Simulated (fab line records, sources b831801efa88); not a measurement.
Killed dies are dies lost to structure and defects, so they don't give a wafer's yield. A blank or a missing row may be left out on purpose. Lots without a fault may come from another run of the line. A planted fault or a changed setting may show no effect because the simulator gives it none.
Which tool did it? | flow sky130 | 24 lots, 72 wafers sampled, at 6 steps of a route of 708

WHAT THE GAUGES READ, wafer by wafer
SKY_SD_P_CD_MEAS_07: target cd 380 nm.
lot  | measured     | on        | cd_nm (nm)
L074 | day 25 16:22 | cd_sem-02 | 380.5 376.4 375.3
L075 | day 26 02:31 | cd_sem-02 | 381.0 379.4 379.7
L076 | day 26 07:08 | cd_sem-02 | 372.5 378.2 376.5
L077 | day 26 19:11 | cd_sem-02 | 381.0 382.8 380.4
L078 | day 27 04:04 | cd_sem-01 | 378.2 378.8 379.4
L079 | day 27 06:26 | cd_sem-02 | 380.0 378.6 379.2
L080 | day 27 17:16 | cd_sem-01 | 380.5 379.3 380.7
L081 | day 28 01:28 | cd_sem-01 | 374.2 377.6 377.9
L082 | day 28 14:04 | cd_sem-02 | 377.5 378.2 376.9
L083 | day 28 20:03 | cd_sem-02 | 379.2 378.7 380.9
L084 | day 29 02:25 | cd_sem-01 | 371.8 373.9 374.5
L085 | day 29 11:50 | cd_sem-02 | 377.4 376.3 375.7
L086 | day 29 19:41 | cd_sem-02 | 374.0 376.9 375.3
L087 | day 30 01:15 | cd_sem-01 | 375.9 375.6 377.6
L088 | day 30 09:37 | cd_sem-01 | 382.3 381.8 378.8
L089 | day 30 19:47 | cd_sem-02 | 378.9 377.3 379.8
L090 | day 31 00:47 | cd_sem-02 | 384.1 380.9 382.1
L091 | day 31 12:02 | cd_sem-01 | 383.1 380.3 381.6
L092 | day 31 20:28 | cd_sem-02 | 377.8 377.6 376.3
L093 | day 31 23:38 | cd_sem-01 | 375.2 374.7 377.2
L094 | day 32 08:43 | cd_sem-01 | 381.1 382.4 380.8
L095 | day 32 14:58 | cd_sem-01 | 375.8 378.6 378.4
L096 | day 32 19:51 | cd_sem-01 | 376.1 375.6 373.4
L097 | day 33 12:23 | cd_sem-02 | 375.9 374.0 377.5

SKY_METAL2_CD_MEAS_15: target cd 140 nm.
lot  | measured     | on        | cd_nm (nm)
L074 | day 35 08:10 | cd_sem-02 | 141.4 141.8 141.3
L075 | day 35 18:25 | cd_sem-01 | 141.3 142.8 142.3
L076 | day 35 22:17 | cd_sem-01 | 140.4 139.4 138.9
L077 | day 36 09:32 | cd_sem-02 | 139.9 140.3 138.4
L078 | day 36 16:28 | cd_sem-02 | 140.0 138.8 139.9
L079 | day 36 19:14 | cd_sem-01 | 139.6 139.5 140.1
L080 | day 37 04:04 | cd_sem-01 | 142.2 141.7 142.2
L081 | day 37 12:40 | cd_sem-02 | 137.8 139.5 140.3
L082 | day 38 00:46 | cd_sem-02 | 139.7 141.8 141.5
L083 | day 38 06:44 | cd_sem-01 | 141.4 141.7 141.1
L084 | day 38 12:06 | cd_sem-02 | 142.0 142.0 142.0
L085 | day 38 18:50 | cd_sem-02 | 139.1 140.1 141.7
L086 | day 39 01:49 | cd_sem-01 | 139.9 140.6 140.9
L087 | day 39 09:03 | cd_sem-02 | 140.7 139.3 139.3
L088 | day 39 16:25 | cd_sem-01 | 140.6 140.4 140.1
L089 | day 40 00:44 | cd_sem-01 | 138.8 139.2 139.3
L090 | day 40 05:30 | cd_sem-02 | 141.7 140.2 140.8
L091 | day 40 15:38 | cd_sem-02 | 139.6 139.3 138.4
L092 | day 40 19:56 | cd_sem-02 | 138.6 137.1 138.4
L093 | day 41 00:51 | cd_sem-01 | 141.8 138.9 140.6
L094 | day 41 09:29 | cd_sem-01 | 139.4 141.4 140.9
L095 | day 41 14:56 | cd_sem-02 | 138.1 138.3 138.3
L096 | day 41 19:52 | cd_sem-01 | 143.3 142.9 142.4
L097 | day 42 10:18 | cd_sem-02 | 140.8 141.8 140.2

SKY_VIA3_CD_MEAS_12: target cd 200 nm.
lot  | measured     | on        | cd_nm (nm)
L074 | day 39 20:38 | cd_sem-02 | 200.1 199.9 201.5
L075 | day 40 07:04 | cd_sem-02 | 200.7 200.7 200.9
L076 | day 40 09:59 | cd_sem-01 | 201.7 201.3 200.8
L077 | day 40 20:17 | cd_sem-01 | 201.4 202.4 201.3
L078 | day 41 03:11 | cd_sem-01 | 202.4 202.5 200.9
L079 | day 41 05:57 | cd_sem-01 | 200.2 202.4 201.4
L080 | day 41 15:05 | cd_sem-01 | 199.8 199.3 200.6
L081 | day 41 20:53 | cd_sem-02 | 202.7 203.0 202.5
L082 | day 42 09:34 | cd_sem-01 | 200.9 201.6 201.0
L083 | day 42 14:29 | cd_sem-01 | 201.7 202.2 201.4
L084 | day 42 18:35 | cd_sem-01 | 201.9 201.3 201.7
L085 | day 43 00:24 | cd_sem-01 | 202.1 202.3 202.2
L086 | day 43 07:16 | cd_sem-02 | 199.8 202.1 201.4
L087 | day 43 14:57 | cd_sem-02 | 203.0 202.9 201.6
L088 | day 43 20:49 | cd_sem-01 | 200.8 200.4 199.0
L089 | day 44 05:44 | cd_sem-02 | 198.0 199.3 199.5
L090 | day 44 09:18 | cd_sem-02 | 200.6 201.0 200.1
L091 | day 44 18:04 | cd_sem-01 | 201.0 201.1 201.3
L092 | day 44 22:01 | cd_sem-02 | 198.8 197.6 200.3
L093 | day 45 03:15 | cd_sem-01 | 201.4 201.0 201.5
L094 | day 45 10:19 | cd_sem-01 | 202.3 202.7 200.5
L095 | day 45 15:14 | cd_sem-01 | 201.5 202.1 201.9
L096 | day 45 19:58 | cd_sem-02 | 200.7 200.7 201.1
L097 | day 46 08:12 | cd_sem-02 | 201.1 201.9 203.1

WHICH TOOL RAN EACH LOT (tool, then ch and the chambers of the sampled wafers, then the start)
lot  | SKY_VIA1_CMP_24               | SKY_METAL2_SPUTTER_03        | SKY_CAPM_CVD_00
L074 | cmp-02 ch 0,2, day 34 05:02   | pvd_sputter-03, day 34 05:21 | pecvd-02 ch 1,2, day 36 13:39
L075 | cmp-02 ch 1,2,3, day 34 15:19 | pvd_sputter-02, day 34 15:35 | pecvd-01 ch 0,1, day 36 23:46
L076 | cmp-01 ch 2,3, day 34 19:37   | pvd_sputter-03, day 34 19:57 | pecvd-01 ch 0,1,2, day 37 03:30
L077 | cmp-01 ch 0,1,3, day 35 06:08 | pvd_sputter-02, day 35 06:28 | pecvd-04 ch 0,2, day 37 14:52
L078 | cmp-02 ch 0,1, day 35 13:34   | pvd_sputter-02, day 35 13:53 | pecvd-04 ch 1,2, day 37 21:24
L079 | cmp-01 ch 0,1,3, day 35 16:52 | pvd_sputter-02, day 35 17:14 | pecvd-02 ch 0,1,2, day 38 00:36
L080 | cmp-02 ch 0,1,3, day 36 01:47 | pvd_sputter-02, day 36 02:09 | pecvd-01 ch 0,1, day 38 09:40
L081 | cmp-02 ch 1,2,3, day 36 10:25 | pvd_sputter-04, day 36 10:47 | pecvd-01 ch 1,2, day 38 17:09
L082 | cmp-02 ch 0,1,2, day 36 23:05 | pvd_sputter-03, day 36 23:18 | pecvd-02 ch 0,1,2, day 39 05:11
L083 | cmp-01 ch 0,2,3, day 37 04:02 | pvd_sputter-03, day 37 04:24 | pecvd-04 ch 0,1, day 39 11:34
L084 | cmp-01 ch 1,2,3, day 37 09:43 | pvd_sputter-03, day 37 10:05 | pecvd-01 ch 0,2, day 39 16:13
L085 | cmp-01 ch 0,2,3, day 37 16:58 | pvd_sputter-04, day 37 17:20 | pecvd-04 ch 0,2, day 39 22:32
L086 | cmp-01 ch 1,2,3, day 37 23:53 | pvd_sputter-03, day 38 00:13 | pecvd-01 ch 0,2, day 40 05:16
L087 | cmp-01 ch 2,3, day 38 07:13   | pvd_sputter-04, day 38 07:35 | pecvd-04 ch 0,1, day 40 13:02
L088 | cmp-02 ch 2,3, day 38 14:35   | pvd_sputter-04, day 38 14:55 | pecvd-04 ch 0,1, day 40 19:43
L089 | cmp-02 ch 0,2,3, day 38 22:57 | pvd_sputter-02, day 38 23:13 | pecvd-02 ch 0,1,2, day 41 03:56
L090 | cmp-01 ch 0,1, day 39 03:43   | pvd_sputter-03, day 39 04:05 | pecvd-02 ch 0,2, day 41 08:59
L091 | cmp-01 ch 2,3, day 39 14:26   | pvd_sputter-02, day 39 14:46 | pecvd-02 ch 0,1,2, day 41 18:49
L092 | cmp-01 ch 2,3, day 39 19:34   | pvd_sputter-03, day 39 19:56 | pecvd-04 ch 0,1, day 41 22:46
L093 | cmp-02 ch 0,1,3, day 40 00:10 | pvd_sputter-03, day 40 00:32 | pecvd-04 ch 0,1, day 42 04:32
L094 | cmp-02 ch 0,1,2, day 40 08:51 | pvd_sputter-02, day 40 09:10 | pecvd-01 ch 0,1, day 42 12:34
L095 | cmp-01 ch 0,2,3, day 40 13:51 | pvd_sputter-02, day 40 14:13 | pecvd-01 ch 0,2, day 42 18:24
L096 | cmp-02 ch 1,2,3, day 40 19:35 | pvd_sputter-04, day 40 19:55 | pecvd-01 ch 0,2, day 42 22:59
L097 | cmp-02 ch 1,2,3, day 41 09:56 | pvd_sputter-03, day 41 10:19 | pecvd-02 ch 0,2, day 43 13:21
- SKY_VIA1_CMP_24: polishes, stops on SiO2, t overpolish 15 s, target thk 0 nm.
- SKY_METAL2_SPUTTER_03: material Ti, target thk 5 nm, time 3.3 s.
- SKY_CAPM_CVD_00: deposits SiO2, target thk 15.5 nm.

WHAT THE TOOLS THEMSELVES READ (means of the sampled wafers that have a number; where no wafer has one, the mark that the record gives instead)
SKY_VIA1_CMP_24.
lot  | tool   | head_pressure_psi (psi) | motor_current_A (A) | overpolish_run_s (s) | time_to_endpoint_s (s)
L074 | cmp-02 | 3.500                   | 9.4                 | 15.007               | 69
L075 | cmp-02 | 3.493                   | 10.7                | 14.993               | 62
L076 | cmp-01 | 3.495                   | 11.4                | 14.999               | 66
L077 | cmp-01 | 3.497                   | 10.9                | 15.005               | 70
L078 | cmp-02 | 3.497                   | 9.4                 | 15.003               | 64
L079 | cmp-01 | 3.496                   | 11.1                | 15.005               | 68
L080 | cmp-02 | 3.502                   | 10.1                | 15.008               | 64
L081 | cmp-02 | 3.504                   | 10.7                | 14.998               | 69
L082 | cmp-02 | 3.499                   | 9.4                 | 14.990               | 63
L083 | cmp-01 | 3.502                   | 11.3                | 15.003               | 65
L084 | cmp-01 | 3.497                   | 11.1                | 15.005               | 67
L085 | cmp-01 | 3.506                   | 11.0                | 15.002               | 65
L086 | cmp-01 | 3.506                   | 11.1                | 15.002               | 63
L087 | cmp-01 | 3.508                   | 11.4                | 15.004               | 65
L088 | cmp-02 | 3.491                   | 11.1                | 14.993               | 61
L089 | cmp-02 | 3.500                   | 10.1                | 14.999               | 63
L090 | cmp-01 | 3.489                   | 10.4                | 14.998               | 72
L091 | cmp-01 | 3.500                   | 11.6                | 15.002               | 66
L092 | cmp-01 | 3.498                   | 11.3                | 15.000               | 67
L093 | cmp-02 | 3.502                   | 10.1                | 14.997               | 58
L094 | cmp-02 | 3.502                   | 9.2                 | 14.991               | 61
L095 | cmp-01 | 3.506                   | 11.1                | 14.999               | 62
L096 | cmp-02 | 3.500                   | 10.7                | 15.003               | 60
L097 | cmp-02 | 3.502                   | 10.7                | 15.001               | 62

SKY_METAL2_SPUTTER_03.
lot  | tool           | throttle_valve_pct (%)
L074 | pvd_sputter-03 | 31.2
L075 | pvd_sputter-02 | 28.9
L076 | pvd_sputter-03 | 29.8
L077 | pvd_sputter-02 | 29.1
L078 | pvd_sputter-02 | 30.2
L079 | pvd_sputter-02 | 28.8
L080 | pvd_sputter-02 | 29.5
L081 | pvd_sputter-04 | 30.4
L082 | pvd_sputter-03 | 30.5
L083 | pvd_sputter-03 | 30.5
L084 | pvd_sputter-03 | 30.5
L085 | pvd_sputter-04 | 29.9
L086 | pvd_sputter-03 | 30.3
L087 | pvd_sputter-04 | 30.7
L088 | pvd_sputter-04 | 30.0
L089 | pvd_sputter-02 | 29.1
L090 | pvd_sputter-03 | 31.2
L091 | pvd_sputter-02 | 29.4
L092 | pvd_sputter-03 | 30.5
L093 | pvd_sputter-03 | 30.4
L094 | pvd_sputter-02 | 29.9
L095 | pvd_sputter-02 | 30.1
L096 | pvd_sputter-04 | 30.2
L097 | pvd_sputter-03 | 30.3

SKY_CAPM_CVD_00.
lot  | tool     | heater_power_w (W)
L074 | pecvd-02 | 915
L075 | pecvd-01 | 681
L076 | pecvd-01 | 726
L077 | pecvd-04 | 838
L078 | pecvd-04 | 734
L079 | pecvd-02 | 833
L080 | pecvd-01 | 798
L081 | pecvd-01 | 614
L082 | pecvd-02 | 832
L083 | pecvd-04 | 702
L084 | pecvd-01 | 646
L085 | pecvd-04 | 756
L086 | pecvd-01 | 748
L087 | pecvd-04 | 750
L088 | pecvd-04 | 698
L089 | pecvd-02 | 784
L090 | pecvd-02 | 803
L091 | pecvd-02 | 832
L092 | pecvd-04 | 683
L093 | pecvd-04 | 683
L094 | pecvd-01 | 722
L095 | pecvd-01 | 694
L096 | pecvd-01 | 697
L097 | pecvd-02 | 799

THE ANSWER, worked out from the rows above alone
Rule: what is usual is taken from the lots themselves. Put in order of their means at a reading, lots are off if they are a third of the lots or fewer, leave a main group of 4 or more, and stand apart from it by a gap of 3 or more times the standard deviation of the main group's means; of several such gaps the widest counts. A main group whose means are all the same, to the digits that the tables above print for the reading, isn't used. A lot without any number at a reading at which 4 lots or more have one is off too. The other lots that the step has rows for count as sound. The gauges are gone through in route order, then the tools' own readings, and for those a lot's mean is taken as printed above. The first step at which some lot is off is used, and at that step the reading that is off furthest; a lot without a number counts as furthest.
No lot is off at any reading shown: from this, nothing can be told.

WHAT THE SIMULATOR HAD PUT IN
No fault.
